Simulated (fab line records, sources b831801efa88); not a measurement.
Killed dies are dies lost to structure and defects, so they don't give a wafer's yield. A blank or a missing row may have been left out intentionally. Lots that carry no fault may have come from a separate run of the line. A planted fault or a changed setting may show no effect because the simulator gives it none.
Problem report, 8D (eight disciplines) form, completed by code -- flow sky130 -- the parts of the form that need people (team, actions taken, sign-off) are left out

== 1. THE ISSUE ==
PASSIVATION_CVD_02_THK at SKY_PASSIVATION_THK_MEAS_03 reads a mean of 602 nm on 2 wafers of 2 lots; wafers without a fault read 539 nm with a standard deviation of 7.1. Measured from the usual mean, that is +8.9 standard deviations.
The first sign was on wafer L617.3 at day 48 01:34, on film_metro-03. Wafers with a number at this step in the record: 35, from 12 lots. By rule, "out" or "out of limits" means more than 4 standard deviations away from the usual mean. The other wafers with a number count as sound.

== 2. WHAT IT IS AND WHAT IT IS NOT ==
question,is,is not
which readings at this step,PASSIVATION_CVD_02_THK,-
which lots,"L617, L619","L602, L603, L605, L607, L608, L609, L610, L621, L622, L624"
which wafers of those lots,"L617.3, L619.3","L617.2, L619.5, L619.6"
read on which gauges,"film_metro-03, film_metro-04",film_metro-02
when,from day 48 01:34,"up to then (22 sound wafers); but 11 sound wafers of L619, L621, L622, L624 came after"

== 3. SUSPECTS, AND WHAT RULES EACH OUT ==
Counting: if a tool at a process step up to the reading ran every lot that is out, it stays a suspect. Sound lots after the first of them don't rule it out here, since some wafers of a struck lot are sound.
- the gauge at SKY_PASSIVATION_THK_MEAS_03 is ruled out. 2 gauges (film_metro-03, film_metro-04) read the wafers that are out.
- pecvd-02 at SKY_PASSIVATION_CVD_02 (deposits Si3N4, target thk 540 nm): kept. Ran every lot that is out, first one L617 (day 48 01:20); last sound lot up to then L610 (day 46 21:56).
After counting, what remains is pecvd-02 at SKY_PASSIVATION_CVD_02.

== 4. THE CAUSE (what the simulator had put in) ==
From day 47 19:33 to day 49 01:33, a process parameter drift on pecvd-02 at SKY_PASSIVATION_CVD_02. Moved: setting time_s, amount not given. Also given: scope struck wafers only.
Only this tool survived the counting.

== 5. THE CHAIN OF EFFECTS, in route order ==
Rows list readings where the struck wafers' mean (over those with a number) sits beyond 3 standard deviations from the usual. Only readings for which the record gives a usual standard deviation are gone through. hours: the time from each lot's start at the first step in this table that gives one to its start at this step, as a median over the lots. sigmas: the change in usual standard deviations.
hours,step,reading,usual,on struck wafers,change,sigmas
0,SKY_PASSIVATION_THK_MEAS_03,PASSIVATION_CVD_02_THK,539 nm,602,+64,+8.9

== 6. HOW IT WOULD HAVE BEEN CAUGHT EARLIER ==
Counted from the fault's start at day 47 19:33, it took 6 hours until the first out-of-limits reading at a measuring or inspecting step in this record, taken at day 48 01:34.
An alarm limit of 4 standard deviations would not have fired on the tool readings at SKY_PASSIVATION_CVD_02 for which the record gives a usual standard deviation, since none of them was out on any struck wafer.
Of the lots that are out (2), L619 began SKY_PASSIVATION_CVD_02 on pecvd-02 after day 48 01:34. Had the tool been put on hold then, it would have been spared.
